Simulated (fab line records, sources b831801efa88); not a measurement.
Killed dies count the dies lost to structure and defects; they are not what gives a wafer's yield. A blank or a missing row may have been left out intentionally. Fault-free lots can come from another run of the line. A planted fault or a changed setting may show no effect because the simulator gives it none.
Check of tool commonality :: flow gf180mcu :: 39 wafers sampled across 13 lots

WHY IT WAS OPENED
Of 13 lots, 3 have the reading HV_LDD_2_TW flagged at GF_HV_LDD_TW_MEAS_23. Wafers without a fault read 1051, standard deviation 5.4.
Rule: a lot is flagged in two cases, either no wafer of it has a number, or all its wafers with numbers fall more than 4 standard deviations from that mean. The rest of the lots are taken to be sound.

lot: L921
measured: day 10 13:26
on: film_metro-01
HV_LDD_2_TW, wafer by wafer: 1051 1058 1052
flag: 

lot: L924
measured: day 11 13:49
on: film_metro-04
HV_LDD_2_TW, wafer by wafer: 1046 1043 1043
flag: 

lot: L925
measured: day 12 04:37
on: film_metro-01
HV_LDD_2_TW, wafer by wafer: 1052 1051 1052
flag: 

lot: L926
measured: day 12 16:46
on: film_metro-02
HV_LDD_2_TW, wafer by wafer: 1054 1054 1049
flag: 

lot: L929
measured: day 13 08:38
on: film_metro-02
HV_LDD_2_TW, wafer by wafer: 1051 1049 1049
flag: 

lot: L930
measured: day 13 18:01
on: film_metro-02
HV_LDD_2_TW, wafer by wafer: 1048 1054 1049
flag: 

lot: L931
measured: day 13 22:52
on: film_metro-01
HV_LDD_2_TW, wafer by wafer: 1047 1052 1051
flag: 

lot: L932
measured: day 14 08:16
on: film_metro-04
HV_LDD_2_TW, wafer by wafer: 1050 1047 1050
flag: 

lot: L934
measured: day 14 20:50
on: film_metro-01
HV_LDD_2_TW, wafer by wafer: 973 970 975
flag: FLAGGED

lot: L936
measured: day 15 09:41
on: film_metro-02
HV_LDD_2_TW, wafer by wafer: 978 980 982
flag: FLAGGED

lot: L937
measured: day 15 17:37
on: film_metro-01
HV_LDD_2_TW, wafer by wafer: 963 971 962
flag: FLAGGED

lot: L938
measured: day 16 01:29
on: film_metro-01
HV_LDD_2_TW, wafer by wafer: 1050 1052 1052
flag: 

lot: L944
measured: day 18 01:24
on: film_metro-04
HV_LDD_2_TW, wafer by wafer: 1055 1050 1051
flag: 
Average over the flagged lots: 973; offset from the usual -78, equal to -15 standard deviations.

WHICH TOOL RAN EACH LOT
Before the reading, the record contains 2 process steps out of a 602-step route. Read each cell as the tool, then ch plus the chambers that the sampled wafers visited, then the start.
lot: L921
flag: 
GF_MVSD_STRIP_10: plasma_asher-04 ch 0, day 4 08:50
GF_HV_LDD_IMPLANT_21: implanter-03 ch 0, day 10 13:11

lot: L924
flag: 
GF_MVSD_STRIP_10: plasma_asher-02 ch 0,1, day 5 01:52
GF_HV_LDD_IMPLANT_21: implanter-02 ch 0, day 11 13:36

lot: L925
flag: 
GF_MVSD_STRIP_10: plasma_asher-01 ch 0,1, day 5 11:32
GF_HV_LDD_IMPLANT_21: implanter-02 ch 0, day 12 04:22

lot: L926
flag: 
GF_MVSD_STRIP_10: plasma_asher-04 ch 0,1, day 5 21:49
GF_HV_LDD_IMPLANT_21: implanter-02 ch 0, day 12 16:32

lot: L929
flag: 
GF_MVSD_STRIP_10: plasma_asher-04 ch 0,1, day 6 09:59
GF_HV_LDD_IMPLANT_21: implanter-01 ch 0, day 13 08:23

lot: L930
flag: 
GF_MVSD_STRIP_10: plasma_asher-04 ch 0,1, day 6 16:33
GF_HV_LDD_IMPLANT_21: implanter-01 ch 0, day 13 17:46

lot: L931
flag: 
GF_MVSD_STRIP_10: plasma_asher-04 ch 0,1, day 6 21:02
GF_HV_LDD_IMPLANT_21: implanter-03 ch 0, day 13 22:37

lot: L932
flag: 
GF_MVSD_STRIP_10: plasma_asher-01 ch 0,1, day 7 03:16
GF_HV_LDD_IMPLANT_21: implanter-02 ch 0, day 14 08:02

lot: L934
flag: FLAGGED
GF_MVSD_STRIP_10: plasma_asher-01 ch 0,1, day 7 14:12
GF_HV_LDD_IMPLANT_21: implanter-02 ch 0, day 14 20:35

lot: L936
flag: FLAGGED
GF_MVSD_STRIP_10: plasma_asher-02 ch 0,1, day 7 23:26
GF_HV_LDD_IMPLANT_21: implanter-02 ch 0, day 15 09:28

lot: L937
flag: FLAGGED
GF_MVSD_STRIP_10: plasma_asher-02 ch 0,1, day 8 06:44
GF_HV_LDD_IMPLANT_21: implanter-02 ch 0, day 15 17:22

lot: L938
flag: 
GF_MVSD_STRIP_10: plasma_asher-01 ch 0,1, day 8 11:50
GF_HV_LDD_IMPLANT_21: implanter-01 ch 0, day 16 01:14

lot: L944
flag: 
GF_MVSD_STRIP_10: plasma_asher-01 ch 0,1, day 9 22:36
GF_HV_LDD_IMPLANT_21: implanter-02 ch 0, day 18 01:10
What is done by these steps:
- GF_MVSD_STRIP_10: strips in O2/N2.
- GF_HV_LDD_IMPLANT_21
- GF_HV_LDD_TW_MEAS_23

FLAGGED OVER TOTAL, TOOL BY TOOL (the gauges that took the reading come last)
step: GF_MVSD_STRIP_10
tool: plasma_asher-01
lots run: 5
flagged: 1
share of the flagged lots: some
sound lots run after its first flagged lot: 2 (L938,L944)

step: GF_MVSD_STRIP_10
tool: plasma_asher-02
lots run: 3
flagged: 2
share of the flagged lots: some
sound lots run after its first flagged lot: 0

step: GF_MVSD_STRIP_10
tool: plasma_asher-04
lots run: 5
flagged: 0
share of the flagged lots: none
sound lots run after its first flagged lot: -

step: GF_HV_LDD_IMPLANT_21
tool: implanter-01
lots run: 3
flagged: 0
share of the flagged lots: none
sound lots run after its first flagged lot: -

step: GF_HV_LDD_IMPLANT_21
tool: implanter-02
lots run: 8
flagged: 3
share of the flagged lots: all
sound lots run after its first flagged lot: 1 (L944)

step: GF_HV_LDD_IMPLANT_21
tool: implanter-03
lots run: 2
flagged: 0
share of the flagged lots: none
sound lots run after its first flagged lot: -

step: GF_HV_LDD_TW_MEAS_23
tool: film_metro-01
lots run: 6
flagged: 2
share of the flagged lots: some
sound lots run after its first flagged lot: 1 (L938)

step: GF_HV_LDD_TW_MEAS_23
tool: film_metro-02
lots run: 4
flagged: 1
share of the flagged lots: some
sound lots run after its first flagged lot: 0

step: GF_HV_LDD_TW_MEAS_23
tool: film_metro-04
lots run: 3
flagged: 0
share of the flagged lots: none
sound lots run after its first flagged lot: -

WHAT THE TABLE ALLOWS
All flagged lots share 1 row of the table, namely implanter-02 at GF_HV_LDD_IMPLANT_21.
- implanter-02 at GF_HV_LDD_IMPLANT_21: 3 of its 8 lots flagged. Lots that were sound ran on it after the first flagged one (L944); a persistent fault on the entire tool would not allow that. Its own readings (dose_ions_cm2, faraday_current_uA) fall more than 4 standard deviations out on all wafers of the flagged lots.
Not one row of the table ran every flagged lot while running no sound lot after the first.

WHAT WAS PUT IN BY THE SIMULATOR
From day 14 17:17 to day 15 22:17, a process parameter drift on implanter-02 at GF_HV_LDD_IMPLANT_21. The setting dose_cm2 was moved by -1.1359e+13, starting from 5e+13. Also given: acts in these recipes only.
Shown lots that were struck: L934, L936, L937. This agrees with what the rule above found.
